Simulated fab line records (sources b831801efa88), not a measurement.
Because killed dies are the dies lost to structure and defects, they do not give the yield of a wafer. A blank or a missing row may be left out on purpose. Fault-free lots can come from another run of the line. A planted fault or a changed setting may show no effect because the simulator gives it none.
Which tool did it? :: flow gf180mcu :: Sampling: 10 lots, 30 wafers, 3 of 602 route steps

## WHAT THE GAUGES SHOWED, per wafer
GF_V3_RS_MEAS_24: uses a four-point probe to measure.
lot: L440
measured: day 22 13:38
on: filmMetro-04
V3_W_RS (ohm/sq): 0.328 0.332 0.331

lot: L441
measured: day 22 20:46
on: filmMetro-01
V3_W_RS (ohm/sq): 0.330 0.331 0.332

lot: L444
measured: day 24 01:56
on: filmMetro-03
V3_W_RS (ohm/sq): 0.325 0.321 0.323

lot: L448
measured: day 25 15:16
on: filmMetro-04
V3_W_RS (ohm/sq): 0.264 0.266 0.266 0.265 0.266 0.266

lot: L449
measured: day 25 20:07
on: filmMetro-01
V3_W_RS (ohm/sq): 0.262 0.266 0.265 0.263 0.266 0.265

lot: L450
measured: day 26 10:58
on: filmMetro-03
V3_W_RS (ohm/sq): 0.263 0.263 0.264 0.263 0.262 0.265

lot: L458
measured: day 28 16:23
on: filmMetro-03
V3_W_RS (ohm/sq): 0.332 0.324 0.329

lot: L459
measured: day 28 20:27
on: filmMetro-01
V3_W_RS (ohm/sq): 0.324 0.321 0.327

lot: L460
measured: day 29 02:38
on: filmMetro-04
V3_W_RS (ohm/sq): 0.320 0.322 0.319

lot: L461
measured: day 29 09:14
on: filmMetro-03
V3_W_RS (ohm/sq): 0.329 0.325 0.329

## WHICH TOOL RAN EACH LOT (tool, then ch and the chambers of the sampled wafers, then the start)
lot: L440
GF_M2_SPUTTER_03: pvdSputter-03, day 18 10:43
GF_V3_CVD_23: cvdW-02 ch 0,1, day 22 13:31

lot: L441
GF_M2_SPUTTER_03: pvdSputter-01, day 18 18:44
GF_V3_CVD_23: cvdW-02 ch 0,1, day 22 20:40

lot: L444
GF_M2_SPUTTER_03: pvdSputter-03, day 19 23:42
GF_V3_CVD_23: cvdW-01 ch 0,1, day 24 01:49

lot: L448
GF_M2_SPUTTER_03: pvdSputter-01, day 21 14:41
GF_V3_CVD_23: cvdW-01 ch 0,1, day 25 15:08

lot: L449
GF_M2_SPUTTER_03: pvdSputter-01, day 21 20:50
GF_V3_CVD_23: cvdW-01 ch 0,1, day 25 20:01

lot: L450
GF_M2_SPUTTER_03: pvdSputter-03, day 22 13:35
GF_V3_CVD_23: cvdW-01 ch 0,1, day 26 10:52

lot: L458
GF_M2_SPUTTER_03: pvdSputter-03, day 25 00:04
GF_V3_CVD_23: cvdW-02 ch 0,1, day 28 16:16

lot: L459
GF_M2_SPUTTER_03: pvdSputter-02, day 25 05:56
GF_V3_CVD_23: cvdW-01 ch 0,1, day 28 20:20

lot: L460
GF_M2_SPUTTER_03: pvdSputter-02, day 25 11:37
GF_V3_CVD_23: cvdW-01 ch 0,1, day 29 02:32

lot: L461
GF_M2_SPUTTER_03: pvdSputter-01, day 25 18:10
GF_V3_CVD_23: cvdW-02 ch 0,1, day 29 09:08
- GF_M2_SPUTTER_03: material Ti, target thk 10 nm, time 6.7 s.
- GF_V3_CVD_23: deposits W, target thk 350 nm, time 104.9 s.

## THE ANSWER, worked out from the rows above alone
Rule: usual is defined by the lots themselves. The widest of any qualifying gaps counts: lots, ordered by their means at a reading, are off when they make up no more than a third of the lots, leave a main group of 4 or more, and stand apart from it by 3 or more times the standard deviation of that group's means. The tables above print the reading to a certain number of digits; a main group whose means all agree to those digits is not used. A lot without any number at a reading at which 4 lots or more have one is off too. All remaining lots with rows at the step are treated as sound.
Off: L448, L449, L450, seen at GF_V3_RS_MEAS_24 (V3_W_RS). Main group: mean 0.326 ohm/sq, sd 0.0037.
A tool fits if, at a process step before that reading, it ran every lot that is off, and no sound lot after the first of them. Those tools and the gauges at GF_V3_RS_MEAS_24 are tried in the same way. Not one of the candidates tried fits.

## WHAT WAS PUT IN BY THE SIMULATOR
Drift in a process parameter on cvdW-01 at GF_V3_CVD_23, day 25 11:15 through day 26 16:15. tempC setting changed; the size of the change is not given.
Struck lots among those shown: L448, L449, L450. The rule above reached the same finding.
